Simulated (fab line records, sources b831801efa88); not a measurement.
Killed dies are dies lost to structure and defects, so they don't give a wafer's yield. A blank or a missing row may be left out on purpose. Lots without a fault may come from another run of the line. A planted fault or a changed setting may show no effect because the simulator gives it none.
Which tool did it? | flow sky130 | 12 lots, 34 wafers sampled, at 5 steps of a route of 708

WHAT THE GAUGES READ, wafer by wafer
SKY_NWELL_THK_MEAS_02.
lot  | measured    | on            | NWELL_OXIDATION_THK (nm)
L403 | day 2 13:11 | film_metro-04 | 10.11 10.07 10.20
L404 | day 2 17:52 | film_metro-01 | 10.11 10.16 10.17
L408 | day 3 12:55 | film_metro-04 | 9.96 9.97 10.03
L409 | day 3 20:02 | film_metro-04 | 9.75 9.85 9.83
L410 | day 4 01:02 | film_metro-04 | 9.96 9.96 10.05
L412 | day 4 09:49 | film_metro-04 | 9.97 9.87 9.76
L414 | day 5 01:22 | film_metro-01 | 10.11
L416 | day 5 08:15 | film_metro-01 | 9.78
L421 | day 6 17:11 | film_metro-04 | 10.21 10.08 10.20
L422 | day 7 01:11 | film_metro-01 | 10.27 10.13 10.28
L424 | day 7 05:20 | film_metro-04 | 10.04 10.31 10.07
L426 | day 7 14:48 | film_metro-04 | 9.75 9.79 10.02

SKY_LDD_N_OVL_MEAS_07.
lot  | measured     | on         | LDD_N_OVL (nm)
L403 | day 17 04:29 | overlay-01 | 0.2 0.1 -0.4
L404 | day 17 20:13 | overlay-02 | 0.9 -0.9 -0.6
L408 | day 20 07:34 | overlay-01 | -0.8 -1.6 0.5
L409 | day 20 07:27 | overlay-02 | 0.1 1.2 0.0
L410 | day 20 07:45 | overlay-02 | -0.4 -0.6 -2.2
L412 | day 20 22:18 | overlay-02 | -0.1 -1.8 -1.3
L414 | day 21 17:55 | overlay-01 | -3.0
L416 | day 22 04:37 | overlay-01 | -0.2
L421 | day 24 12:37 | overlay-02 | 0.8 0.7 -0.5
L422 | day 25 00:52 | overlay-02 | 0.3 1.8 2.1
L424 | day 25 02:39 | overlay-02 | -1.3 2.2 0.7
L426 | day 25 18:27 | overlay-02 | -0.2 1.1 -0.5

WHICH TOOL RAN EACH LOT (tool, then ch and the chambers of the sampled wafers, then the start)
lot  | SKY_FIELD_ISO_ETCH_15             | SKY_FIELD_ISO_STRIP_16              | SKY_VT_ADJUST_PCH_STRIP_09
L403 | rie_diel-03 ch 2,3, day 2 05:09   | plasma_asher-02 ch 0,1, day 2 05:12 | plasma_asher-03 ch 0,1, day 10 09:14
L404 | rie_diel-02 ch 1,2,3, day 2 10:03 | plasma_asher-02 ch 0,1, day 2 10:06 | plasma_asher-01 ch 0,1, day 10 13:14
L408 | rie_diel-03 ch 0,2,3, day 3 07:12 | plasma_asher-01 ch 0,1, day 3 07:17 | plasma_asher-01 ch 0,1, day 11 19:21
L409 | rie_diel-02 ch 0,2,3, day 3 11:46 | plasma_asher-03 ch 0,1, day 3 11:49 | plasma_asher-03 ch 0,1, day 12 06:11
L410 | rie_diel-03 ch 1,2,3, day 3 17:07 | plasma_asher-02 ch 0,1, day 3 17:10 | plasma_asher-02 ch 0,1, day 12 13:14
L412 | rie_diel-04 ch 1,2, day 4 03:39   | plasma_asher-02 ch 0,1, day 4 03:42 | plasma_asher-03 ch 1, day 12 23:46
L414 | rie_diel-02 ch 0,3, day 4 13:49   | plasma_asher-01 ch 0,1, day 4 13:54 | plasma_asher-02 ch 1, day 13 19:07
L416 | rie_diel-02 ch 0,2, day 5 00:27   | plasma_asher-01 ch 0,1, day 5 00:32 | plasma_asher-01 ch 1, day 14 04:36
L421 | rie_diel-03 ch 1,2,3, day 6 03:24 | plasma_asher-01 ch 0, day 6 03:27   | plasma_asher-01 ch 0,1, day 16 06:50
L422 | rie_diel-03 ch 1,3, day 6 08:03   | plasma_asher-03 ch 0, day 6 08:06   | plasma_asher-01 ch 0,1, day 16 19:05
L424 | rie_diel-03 ch 0,1,2, day 6 19:13 | plasma_asher-03 ch 0,1, day 6 19:16 | plasma_asher-01 ch 0,1, day 17 00:47
L426 | rie_diel-03 ch 1,2,3, day 7 06:58 | plasma_asher-01 ch 0,1, day 7 07:01 | plasma_asher-01 ch 0,1, day 17 14:26
- SKY_FIELD_ISO_ETCH_15: etches the open film in CHF3/O2, stops on Si, target depth 180 nm, time 72 s.
- SKY_FIELD_ISO_STRIP_16: strips in O2/N2.
- SKY_VT_ADJUST_PCH_STRIP_09: strips in O2/N2.

WHAT THE TOOLS THEMSELVES READ (means of the sampled wafers that have a number; where no wafer has one, the mark that the record gives instead)
SKY_FIELD_ISO_ETCH_15.
lot  | tool        | bias_w (W) | drypump_motor_current_A (A) | oes_product_au (a.u.) | throttle_valve_pct (%)
L403 | rie_diel-03 | 200.2      | 5.8                         | 0.949                 | 8.838
L404 | rie_diel-02 | 200.0      | 5.5                         | 0.947                 | 8.847
L408 | rie_diel-03 | 199.4      | 6.1                         | 0.942                 | 8.843
L409 | rie_diel-02 | 199.7      | 5.5                         | 0.954                 | 8.830
L410 | rie_diel-03 | 200.1      | 5.7                         | 0.954                 | 8.841
L412 | rie_diel-04 | 200.1      | 5.9                         | 0.953                 | 8.857
L414 | rie_diel-02 | 199.6      | 5.4                         | 0.825                 | 8.821
L416 | rie_diel-02 | 198.9      | 5.7                         | 0.830                 | 8.815
L421 | rie_diel-03 | 200.1      | 5.7                         | 0.948                 | 8.847
L422 | rie_diel-03 | 200.1      | 5.4                         | 0.943                 | 8.839
L424 | rie_diel-03 | 200.1      | 6.0                         | 0.952                 | 8.843
L426 | rie_diel-03 | 200.4      | 5.7                         | 0.952                 | 8.842

SKY_FIELD_ISO_STRIP_16.
lot  | tool            | drypump_motor_current_A (A) | n2_flow_sccm (sccm) | oes_product_au (a.u.) | strip_time_to_endpoint_s (s)
L403 | plasma_asher-02 | 5.3                         | 300.1               | 0.379                 | 3.539
L404 | plasma_asher-02 | 5.3                         | 298.8               | 0.382                 | 3.572
L408 | plasma_asher-01 | 5.8                         | 300.0               | 0.380                 | 3.562
L409 | plasma_asher-03 | 5.7                         | 300.0               | 0.378                 | 3.556
L410 | plasma_asher-02 | 5.3                         | 299.5               | 0.377                 | 3.543
L412 | plasma_asher-02 | 5.6                         | 300.4               | 0.376                 | 3.570
L414 | plasma_asher-01 | 5.7                         | 300.2               | 0.390                 | 3.927
L416 | plasma_asher-01 | 5.7                         | 301.0               | 0.393                 | 3.924
L421 | plasma_asher-01 | 4.9                         | 299.8               | 0.382                 | 3.565
L422 | plasma_asher-03 | 5.6                         | 300.0               | 0.375                 | 3.540
L424 | plasma_asher-03 | 5.8                         | 299.3               | 0.376                 | 3.560
L426 | plasma_asher-01 | 5.9                         | 299.9               | 0.377                 | 3.554

SKY_VT_ADJUST_PCH_STRIP_09.
lot  | tool            | drypump_motor_current_A (A) | n2_flow_sccm (sccm) | oes_product_au (a.u.) | strip_time_to_endpoint_s (s)
L403 | plasma_asher-03 | 5.7                         | 299.0               | 0.722                 | 37.03
L404 | plasma_asher-01 | 5.9                         | 299.2               | 0.718                 | 36.97
L408 | plasma_asher-01 | 5.4                         | 300.3               | 0.726                 | 36.96
L409 | plasma_asher-03 | 5.7                         | 298.9               | 0.719                 | 36.89
L410 | plasma_asher-02 | 5.3                         | 299.8               | 0.723                 | 36.95
L412 | plasma_asher-03 | 5.8                         | 299.6               | 0.722                 | 36.84
L414 | plasma_asher-02 | 5.8                         | 300.8               | 0.727                 | 37.03
L416 | plasma_asher-01 | 6.3                         | 300.0               | 0.729                 | 36.83
L421 | plasma_asher-01 | 5.4                         | 300.1               | 0.727                 | 36.79
L422 | plasma_asher-01 | 5.9                         | 300.7               | 0.721                 | 36.97
L424 | plasma_asher-01 | 5.9                         | 299.0               | 0.718                 | 36.88
L426 | plasma_asher-01 | 5.9                         | 301.5               | 0.721                 | 36.87

THE ANSWER, worked out from the rows above alone
Rule: what is usual is taken from the lots themselves. Put in order of their means at a reading, lots are off if they are a third of the lots or fewer, leave a main group of 4 or more, and stand apart from it by a gap of 3 or more times the standard deviation of the main group's means; of several such gaps the widest counts. A main group whose means are all the same, to the digits that the tables above print for the reading, isn't used. A lot without any number at a reading at which 4 lots or more have one is off too. The other lots that the step has rows for count as sound. The gauges are gone through in route order, then the tools' own readings, and for those a lot's mean is taken as printed above. The first step at which some lot is off is used, and at that step the reading that is off furthest; a lot without a number counts as furthest.
Off: L414, L416, at SKY_FIELD_ISO_ETCH_15 (oes_product_au). The main group: mean 0.949 a.u., standard deviation 0.0042.
A tool fits if, at that step or a process step before it, it ran every lot that is off, and no sound lot after the first of them. One fits: rie_diel-02 at SKY_FIELD_ISO_ETCH_15. Its last sound lot is L409 (day 3 11:46), its first lot that is off L414 (day 4 13:49): a fault that began between those two fits.
The tool's own readings at SKY_FIELD_ISO_ETCH_15 bear it out: on the lots that are off they differ by more than 5 times the standard deviation of the sound lots' means. oes_product_au reads 0.827 a.u. there against 0.949 a.u. on the sound lots.

WHAT THE SIMULATOR HAD PUT IN
Process parameter drift: rie_diel-02, from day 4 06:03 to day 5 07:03, at SKY_FIELD_ISO_ETCH_15. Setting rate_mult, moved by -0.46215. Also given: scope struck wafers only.
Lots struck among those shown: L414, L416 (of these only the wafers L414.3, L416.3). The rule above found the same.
